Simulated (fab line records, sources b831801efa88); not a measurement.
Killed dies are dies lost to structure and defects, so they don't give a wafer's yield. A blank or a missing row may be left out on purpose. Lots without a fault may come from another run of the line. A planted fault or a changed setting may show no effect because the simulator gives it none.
fab line records | flow sky130
record lots=5 wafers=15 last_day=49
route steps=708 shown VIA3@593 METAL4@598 CAP2M@603 PAD_OPEN@708
lots that met no fault: from a run of the same line without faults
start_h: hours from the record's first day to the start of the lot's first wafer shown | wait_h: hours since the lot's step before | " the same as in the row above | L1.1+2: a row that stands for several wafers | - no value, or no start given | * or withheld: withheld | < > ~ a bound
route shown NAME@n: a module of which the file shows steps, and the number in the route of the first | usual: mean/standard deviation of fault-free wafers | same: alike in all rows | chamber/n: place in a boat | sites: the reading at each site | _std_site: their standard deviation | _edge_site: outer sites' mean less inner sites' | radius_mm: how far each site lies from the wafer's centre | mask NAME#n: copy n | behind: the tool/chamber that last shaped the wafer | hold: why the lot was held/for how many hours/how that ended | device: the transistor (n, p or np) that didn't switch | end of line: the same wafers' tests at the end of the route | a step without rows: its recipe alone | killed: dies lost to structure and defects at the first sort, not the wafer's yield | map: a wafer's dies, x killed, . not, _ none there
set.NAME: the setting as run; set.NAME@STEP: as run at that earlier step | model.NAME: the simulator's own value behind a step, which no gauge read
lots at some steps of the route; a table a step, a row a wafer
services: from which hour (start_h, from the record's first day; less than 0 if before it) a tool's chamber was out of use, for how many hours, and why
## steps
# step SKY_VIA3_SPUTTER_20
# recipe material=TiN target_thk_nm=20 chamber_pressure_pa=5 power_w=3878 time_s=80
# step SKY_VIA3_CVD_21
# recipe material=W target_thk_nm=390 time_s=117.31 temp_c=400 pressure_torr=40
# step SKY_VIA3_CMP_24
# recipe stop_on=SiO2 t_overpolish_s=20 down_force_psi=3.5 platen_rpm=60 target_thk_nm=0 pad_velocity_m_s=0.94248
# step SKY_METAL4_SPUTTER_00
# recipe material=Ti target_thk_nm=15 power_w=3000 time_s=10 chamber_pressure_pa=0.4
# step SKY_METAL4_SPUTTER_01
# recipe material=TiN target_thk_nm=20 power_w=6500 time_s=16.7 chamber_pressure_pa=0.4
# step SKY_METAL4_SPUTTER_02
# recipe material=AlCu target_thk_nm=735 power_w=10600 time_s=39.1 chamber_pressure_pa=0.4
# step SKY_METAL4_SPUTTER_03
# recipe material=Ti target_thk_nm=5 power_w=3000 time_s=3.3 chamber_pressure_pa=0.4
# step SKY_METAL4_SPUTTER_04
# recipe material=TiN target_thk_nm=70 power_w=6500 time_s=58.3 chamber_pressure_pa=0.4
# step SKY_CAP2M_CVD_00
# recipe material=SiO2 target_thk_nm=15.5 temp_c=400 time_s=withheld rf_w=450
# step SKY_CAP2M_SPUTTER_02
# recipe material=TiN target_thk_nm=200 temp_c=300 power_w=6500 time_s=166.7 chamber_pressure_pa=0.4
# usual throttle_valve_pct=29.9/0.9
# columns lot.wafer tool chamber start_h wait_h throttle_valve_pct model.TiN_of_CAP2M_SPUTTER_02.thk_nm
L825.2 pvd_sputter-02 - 987.06 0.0 29.4 204
L825.3 " - " " 28.9 199.8
L825.5 " - " " 31.1 201.7
L830.3 pvd_sputter-02 - 1004.24 0.0 29.7 298.8
L830.4 " - " " 28.8 295.3
L830.6 " - " " 29.3 299
L831.2 pvd_sputter-02 - 1004.75 0.0 29.5 296.9
L831.5 " - " " 28.9 293.2
L831.6 " - " " 30.9 296.8
L834.1 pvd_sputter-02 - 1026.71 0.1 28.7 291.8
L834.4 " - " " 29.8 294.6
L834.6 " - " " 30.0 292.4
L837.4 pvd_sputter-01 - 1049.70 0.0 30.4 199.7
L837.5 " - " " 29.2 199.9
L837.6 " - " " 30.4 200.4
# step SKY_CAP2M_RS_MEAS_03
# recipe thk_meas_gauge=four-point-probe reads=TiN_of_CAP2M_SPUTTER_02
# usual CAP2M_TIN_RS=6.89/0.082
# columns lot.wafer tool chamber start_h wait_h CAP2M_TIN_RS[ohm/sq]
L825.2 film_metro-01 - 987.19 0.1 6.77
L825.3 " - " " 6.91
L825.5 " - " " 6.86
L830.3 film_metro-01 - 1004.39 0.1 4.60
L830.4 " - " " 4.65
L830.6 " - " " 4.60
L831.2 film_metro-01 - 1004.88 0.1 4.62
L831.5 " - " " 4.68
L831.6 " - " " 4.62
L834.1 film_metro-01 - 1026.82 0.1 4.71
L834.4 " - " " 4.66
L834.6 " - " " 4.70
L837.4 film_metro-04 - 1049.87 0.1 6.92
L837.5 " - " " 6.91
L837.6 " - " " 6.90
# step SKY_CAP2M_THK_MEAS_04
# recipe thk_meas_gauge=xrf reads=TiN_of_CAP2M_SPUTTER_02
# usual CAP2M_TIN_THK=199.5/2.3
# columns lot.wafer tool chamber start_h wait_h CAP2M_TIN_THK[nm]
L825.2 film_metro-01 - 987.30 0.1 202.9
L825.3 " - " " 198.6
L825.5 " - " " 201.1
L830.3 film_metro-01 - 1004.49 0.1 297.6
L830.4 " - " " 293.6
L830.6 " - " " 296.6
L831.2 film_metro-01 - 1004.99 0.1 295.2
L831.5 " - " " 291.4
L831.6 " - " " 296.5
L834.1 film_metro-01 - 1026.94 0.1 289.2
L834.4 " - " " 293.1
L834.6 " - " " 291.2
L837.4 film_metro-04 - 1049.96 0.1 198.5
L837.5 " - " " 198.7
L837.6 " - " " 200.1
# step SKY_CAP2M_DEHYDRATE_05
# recipe temp_c=200 time_s=60
# step SKY_CAP2M_HMDS_06
# recipe prime_time_s=60 prime_temp_c=120
# step SKY_CAP2M_COAT_07
# recipe resist=NOVOLAK spin_rpm=3000 resist_thk_nm=1140
# step SKY_CAP2M_SOFTBAKE_08
# recipe temp_c=90 time_s=60 resist=NOVOLAK
# step SKY_CAP2M_EXPOSE_09
# recipe mask_id=CAP2M na=0.6 source_shape=conventional sigma_outer=0.6 polarization=unpolarized target_cd_nm=1000 dose_mj=159
# step SKY_CAP2M_PEB_10
# recipe temp_c=withheld time_s=* resist=NOVOLAK
# step SKY_CAP2M_DEVELOP_11
# recipe resist=NOVOLAK developer=TMAH develop_time_s=60 dev_temp_c=23
# step SKY_CAP2M_METAL_ETCH_13
# recipe target_depth_nm=220 stop_on=SiO2 chemistry=Cl2/BCl3 target=TiN pressure_mtorr=10 icp_w=900 bias_w=48.5 Cl2_flow_sccm=60 bcl3_flow_sccm=30 time_s=62.9
# usual bias_w=48.50/0.15 drypump_motor_current_A=5.8/0.5 he_backside_leak_sccm=3.29/0.19 oes_product_au=0.943/0.0077 rf_fwd_power_W=891/3.2 throttle_valve_pct=21.900/0.01
# columns lot.wafer tool chamber start_h wait_h bias_w drypump_motor_current_A he_backside_leak_sccm oes_product_au rf_fwd_power_W rf_hours_counter_h throttle_valve_pct
L825.2 rie_metal-03 0 1009.13 0.0 48.52 6.5 3.46 0.952 891 11 21.897
L825.3 " 0 " " 48.24 6.5 2.91 0.941 894 - 21.907
L825.5 " 0 " " 48.37 6.5 3.07 0.947 893 - 21.887
L830.3 rie_metal-04 0 1026.49 0.1 48.30 5.0 3.23 1.021 894 - 21.862
L830.4 " 0 " " 48.48 5.1 3.37 1.025 895 - 21.864
L830.6 " 0 " " 48.29 5.0 3.34 1.017 899 - 21.851
L831.2 rie_metal-02 0 1026.57 0.0 48.60 5.5 3.56 0.985 885 16 21.859
L831.5 " 1 " " 48.20 6.2 3.19 0.983 889 - 21.858
L831.6 " 0 " " 48.49 5.6 3.40 0.993 887 - 21.892
L834.1 rie_metal-02 1 1048.74 0.0 48.48 6.2 3.24 0.992 887 8 21.863
L834.4 " 1 " " 48.36 6.2 3.31 1.005 894 - 21.864
L834.6 " 1 " " 48.61 6.2 3.20 0.997 889 - 21.850
L837.4 rie_metal-02 0 1070.22 0.0 48.20 5.5 3.43 0.941 892 - 21.922
L837.5 " 1 " " 48.57 6.2 3.24 0.934 887 - 21.926
L837.6 " 0 " " 48.39 5.5 3.50 0.943 892 - 21.905
# step SKY_CAP2M_STRIP_14
# recipe chemistry=O2/N2 power_w=1400 pressure_mtorr=1500 platen_temp_c=withheld o2_flow_sccm=3000 n2_flow_sccm=300 overash_fraction=0.5
# step SKY_CAP2M_STRIP_15
# recipe chemistry=post_etch_residue_remover time_s=1200 temp_c=72.5
# columns lot.wafer tool chamber start_h wait_h model.TiN_of_CAP2M_SPUTTER_02.thk_nm
L825.2 wet_bench-03 2 1009.31 0.1 203.6
L825.3 " 2 " " 199.4
L825.5 " 2 " " 201.3
L830.3 wet_bench-01 2 1026.70 0.0 298.4
L830.4 " 2 " " 294.8
L830.6 " 2 " " 298.6
L831.2 wet_bench-04 3 1026.75 0.1 296.4
L831.5 " 3 " " 292.8
L831.6 " 3 " " 296.3
L834.1 wet_bench-03 3 1049.00 0.1 291.4
L834.4 " 3 " " 294.2
L834.6 " 3 " " 292
L837.4 wet_bench-01 0 1070.37 0.0 199.3
L837.5 " 0 " " 199.5
L837.6 " 0 " " 200
# step SKY_CAP2M_CLEAN_16
# recipe chemistry=IPA time_s=180 temp_c=25
# step SKY_PAD_OPEN_PROBE_99
# usual defect_limited_yield=82.5/1.9 killed_at_M0_to_M3=42/6.4 killed_at_M4_up=2.9/1.7 killed_at_contacts=25/5.2 killed_at_front_end=16/4.4 killed_at_other=0.4/0.65 killed_dies=86/9.2 killed_on_rim=17/3.9 killed_open=47/6.6 killed_short=39/5.8 sort_bin_3_pad_short=0.9/0.42 sort_bin_5_function=10.4/1.5 sort_bin_6_memory=6.3/1 sort_n_pass=406/9.2 sort_yield_pct=82.5/1.9
# same gross_dies=492 killed_at_back_side=0 sort_bin_4_leakage[%]=0 sort_bin_8_speed[%]=0
# columns lot.wafer tool chamber start_h wait_h defect_limited_yield[%] killed_at_M0_to_M3 killed_at_M4_up killed_at_contacts killed_at_front_end killed_at_other killed_dies killed_on_rim killed_open killed_short sort_bin_3_pad_short[%] sort_bin_5_function[%] sort_bin_6_memory[%] sort_n_pass sort_yield_pct[%]
L825.2 prober-02 - 1124.21 0.1 84.1 42 1 22 13 0 78 11 44 34 0.2 9.3 6.3 414 84.1
L825.3 prober-02 - 1124.26 0.2 85.0 38 3 19 14 0 74 9 42 31 0.2 10.8 4.1 418 85.0
L825.5 prober-02 - 1124.36 0.2 79.5 61 2 19 19 0 101 24 55 46 1.6 10.8 8.1 391 79.5
L830.3 prober-02 - 1141.14 0.2 0 43 1 22 14 412 492 96 43 37 84.6 11.0 4.5 0 0
L830.4 prober-02 - 1141.19 0.2 0 34 6 19 8 425 492 96 33 34 87.4 7.7 4.9 0 0
L830.6 prober-02 - 1141.29 0.2 0 38 3 20 17 414 492 96 40 38 84.8 11.6 3.7 0 0
L831.2 prober-01 - 1142.49 0.1 0 43 2 26 22 399 492 96 49 44 81.9 10.8 7.3 0 0
L831.5 prober-01 - 1142.64 0.2 0 54 1 30 9 398 492 96 52 42 81.7 10.8 7.5 0 0
L831.6 prober-01 - 1142.69 0.2 0 45 2 30 13 402 492 96 53 38 82.9 11.0 6.1 0 0
L834.1 prober-02 - 1155.88 0.1 0 36 3 20 18 415 492 96 41 36 85.2 8.7 6.1 0 0
L834.4 prober-02 - 1156.03 0.2 0 48 2 22 16 404 492 96 46 41 82.5 11.0 6.5 0 0
L834.6 prober-02 - 1156.13 0.2 0 33 5 22 12 420 492 96 39 33 86.2 8.3 5.5 0 0
L837.4 prober-02 - 1173.81 0.2 83.7 43 2 25 10 0 80 15 46 34 1.4 9.8 5.1 412 83.7
L837.5 prober-02 - 1173.86 0.2 80.9 43 2 28 18 3 94 19 56 37 1.4 11.6 6.1 398 80.9
L837.6 prober-02 - 1173.91 0.2 81.1 41 2 41 9 0 93 20 62 31 0.4 12.4 6.1 399 81.1
# killed by level:class
L825.2 CONTACT:geometric_particle:open=7 VIA2:geometric_particle:open=7 LI_CONTACT:geometric_particle:open=6 METAL2:geometric_particle:short=6 VIA3:geometric_particle:open=6 VIA1:geometric_particle:open=5 POLY_GATE:geometric_particle:short=4 SPACER:geometric_particle:short=4
L825.3 LI_CONTACT:geometric_particle:open=7 VIA1:geometric_particle:open=6 VIA2:geometric_particle:open=6 METAL1:geometric_particle:short=5 VIA3:geometric_particle:open=5 METAL3:geometric_particle:short=5 FIELD_ISO:geometric_particle:open=4 POLY_GATE:geometric_particle:open=4
L825.5 VIA1:geometric_particle:open=18 VIA3:geometric_particle:open=9 POLY_GATE:geometric_particle:open=6 POLY_GATE:geometric_particle:short=6 LI_CONTACT:geometric_particle:open=6 METAL1:geometric_particle:short=6 METAL3:geometric_particle:short=6 METAL2:geometric_particle:short=6
L830.3 CAP2M:area_etch=412 VIA2:geometric_particle:open=8 VIA3:geometric_particle:open=7 VIA1:geometric_particle:open=7 CONTACT:geometric_particle:open=6 FIELD_ISO:geometric_particle:open=5 LI_CONTACT:geometric_particle:open=5 CONTACT:geometric_particle:short=5
L830.4 CAP2M:area_etch=425 CONTACT:geometric_particle:open=6 METAL3:geometric_particle:short=6 VIA1:geometric_particle:open=5 LI_CONTACT:geometric_particle:open=4 VIA3:geometric_particle:open=4 POLY_GATE:geometric_particle:short=3 LI_CONTACT:geometric_particle:short=3
L830.6 CAP2M:area_etch=413 VIA3:geometric_particle:open=9 CONTACT:geometric_particle:open=8 METAL1:geometric_particle:short=6 POLY_GATE:geometric_particle:open=5 FIELD_ISO:geometric_particle:short=4 VIA1:geometric_particle:open=4 CONTACT:geometric_particle:short=4
L831.2 CAP2M:area_etch=399 LI_CONTACT:geometric_particle:open=10 VIA1:geometric_particle:open=8 POLY_GATE:geometric_particle:open=6 CONTACT:geometric_particle:open=6 VIA3:geometric_particle:short=6 VIA3:geometric_particle:open=6 FIELD_ISO:geometric_particle:short=5
L831.5 CAP2M:area_etch=398 CONTACT:geometric_particle:open=11 CONTACT:geometric_particle:short=11 VIA1:geometric_particle:open=11 METAL1:geometric_particle:short=10 VIA2:geometric_particle:open=8 LI_CONTACT:geometric_particle:open=7 VIA1:geometric_particle:short=6
L831.6 CAP2M:area_etch=401 VIA1:geometric_particle:open=13 VIA2:geometric_particle:open=10 CONTACT:geometric_particle:open=9 LI_CONTACT:geometric_particle:open=8 METAL1:geometric_particle:short=6 POLY_GATE:geometric_particle:open=4 LI_CONTACT:geometric_particle:short=4
L834.1 CAP2M:area_etch=415 CONTACT:geometric_particle:open=8 CONTACT:geometric_particle:short=7 VIA1:geometric_particle:open=7 VIA2:geometric_particle:open=6 FIELD_ISO:geometric_particle:short=5 POLY_GATE:geometric_particle:open=5 VIA3:geometric_particle:open=4
L834.4 CAP2M:area_etch=403 VIA1:geometric_particle:open=12 CONTACT:geometric_particle:open=10 VIA2:geometric_particle:open=9 METAL1:geometric_particle:short=6 FIELD_ISO:geometric_particle:short=5 VIA1:geometric_particle:short=5 VIA2:geometric_particle:short=5
L834.6 CAP2M:area_etch=419 CONTACT:geometric_particle:open=9 VIA2:geometric_particle:open=8 METAL1:geometric_particle:short=7 CONTACT:geometric_particle:short=5 VIA3:geometric_particle:open=5 LOCAL_INTERCONNECT:geometric_particle:short=4 VIA1:geometric_particle:open=4
L837.4 CONTACT:geometric_particle:open=10 VIA1:geometric_particle:short=7 VIA3:geometric_particle:open=7 LI_CONTACT:geometric_particle:short=6 FIELD_ISO:geometric_particle:open=5 VIA1:geometric_particle:open=5 VIA2:geometric_particle:open=5 METAL3:geometric_particle:short=4
L837.5 CONTACT:geometric_particle:open=10 VIA1:geometric_particle:open=10 VIA3:geometric_particle:open=8 LI_CONTACT:geometric_particle:open=7 VIA2:geometric_particle:open=7 FIELD_ISO:geometric_particle:open=5 VIA1:geometric_particle:short=5 FIELD_ISO:geometric_particle:short=4
L837.6 LI_CONTACT:geometric_particle:open=16 CONTACT:geometric_particle:open=14 VIA2:geometric_particle:open=6 VIA1:geometric_particle:open=6 VIA3:geometric_particle:open=6 LOCAL_INTERCONNECT:geometric_particle:short=5 METAL2:geometric_particle:short=5 POLY_GATE:geometric_particle:open=4
# map L830.3 (x killed, . not)
__________xxxxxxxxxx_________
________xxxxxxxxxxxxxx_______
______xxxxxxxxxxxxxxxxxx_____
_____xxxxxxxxxxxxxxxxxxxx____
____xxxxxxxxxxxxxxxxxxxxxx___
___xxxxxxxxxxxxxxxxxxxxxxxx__
__xxxxxxxxxxxxxxxxxxxxxxxxxx_
_xxxxxxxxxxxxxxxxxxxxxxxxxxxx
_xxxxxxxxxxxxxxxxxxxxxxxxxxxx
_xxxxxxxxxxxxxxxxxxxxxxxxxxxx
_xxxxxxxxxxxxxxxxxxxxxxxxxxxx
_xxxxxxxxxxxxxxxxxxxxxxxxxxxx
_xxxxxxxxxxxxxxxxxxxxxxxxxxxx
_xxxxxxxxxxxxxxxxxxxxxxxxxxxx
_xxxxxxxxxxxxxxxxxxxxxxxxxxxx
__xxxxxxxxxxxxxxxxxxxxxxxxxx_
___xxxxxxxxxxxxxxxxxxxxxxxx__
____xxxxxxxxxxxxxxxxxxxxxx___
_____xxxxxxxxxxxxxxxxxxxx____
______xxxxxxxxxxxxxxxxxx_____
________xxxxxxxxxxxxxx_______
__________xxxxxxxxxx_________
# map L831.2 (x killed, . not)
__________xxxxxxxxxx_________
________xxxxxxxxxxxxxx_______
______xxxxxxxxxxxxxxxxxx_____
_____xxxxxxxxxxxxxxxxxxxx____
____xxxxxxxxxxxxxxxxxxxxxx___
___xxxxxxxxxxxxxxxxxxxxxxxx__
__xxxxxxxxxxxxxxxxxxxxxxxxxx_
_xxxxxxxxxxxxxxxxxxxxxxxxxxxx
_xxxxxxxxxxxxxxxxxxxxxxxxxxxx
_xxxxxxxxxxxxxxxxxxxxxxxxxxxx
_xxxxxxxxxxxxxxxxxxxxxxxxxxxx
_xxxxxxxxxxxxxxxxxxxxxxxxxxxx
_xxxxxxxxxxxxxxxxxxxxxxxxxxxx
_xxxxxxxxxxxxxxxxxxxxxxxxxxxx
_xxxxxxxxxxxxxxxxxxxxxxxxxxxx
__xxxxxxxxxxxxxxxxxxxxxxxxxx_
___xxxxxxxxxxxxxxxxxxxxxxxx__
____xxxxxxxxxxxxxxxxxxxxxx___
_____xxxxxxxxxxxxxxxxxxxx____
______xxxxxxxxxxxxxxxxxx_____
________xxxxxxxxxxxxxx_______
__________xxxxxxxxxx_________
## services
# columns tool chamber start_h hours kind
rie_metal-02 0 964.38 4.0 repair
pvd_sputter-01 - 978.72 24.4 repair
pvd_sputter-01 3 1004.16 - consumable_replace:kit
pvd_sputter-01 3 1004.16 18.0 scheduled_down
pvd_sputter-01 3 1004.16 18.0 vent_cycle
rie_metal-04 1 1017.03 24.3 repair
rie_metal-03 0 1019.29 14.3 repair
rie_metal-03 1 1039.80 2.1 repair
rie_metal-02 0 1046.01 8.6 repair
## key
first_sign step=SKY_CAP2M_RS_MEAS_03 reading=CAP2M_TIN_RS direction=down sigmas=27 usual=6.89 struck=4.65
effect step=SKY_CAP2M_THK_MEAS_04 reading=CAP2M_TIN_THK direction=up sigmas=42 usual=199.5 struck=293.8
effect step=SKY_CAP2M_METAL_ETCH_13 reading=oes_product_au direction=up sigmas=7.7 usual=0.943 struck=1.002
effect step=SKY_PAD_OPEN_PROBE_99 reading=killed_at_other direction=up sigmas=99+ usual=0.4 struck=409.9
model_effect step=SKY_CAP2M_SPUTTER_02 value=TiN_of_CAP2M_SPUTTER_02.thk_nm without=199.3 struck=295.4
model_effect step=SKY_CAP2M_STRIP_15 value=TiN_of_CAP2M_SPUTTER_02.thk_nm without=198.9 struck=295
more_kills_born_at SKY_CAP2M_METAL_ETCH_13@rie_metal-02=2435 SKY_CAP2M_METAL_ETCH_13@rie_metal-04=1250
met_at SKY_CAP2M_SPUTTER_02
struck_wafers L830.3,L830.4,L830.6,L831.2,L831.5,L831.6,L834.1,L834.4,L834.6
later_rows_left_out L830.3,L830.4,L830.6,L831.2,L831.5,L831.6,L834.1,L834.4,L834.6
onset_between 987.06 1004.24
fault kind=process_parameter_drift tool=pvd_sputter-02 chamber=- onset_h=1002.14 steps=SKY_CAP2M_SPUTTER_02 channel=target_thk_nm offset=96.088 shape=step end_h=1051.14 acts_in=these_recipes_only stated=200
# later_rows_left_out: the simulator's readings of these wafers behind a module that went badly wrong aren't trusted and aren't shown, but for the sort
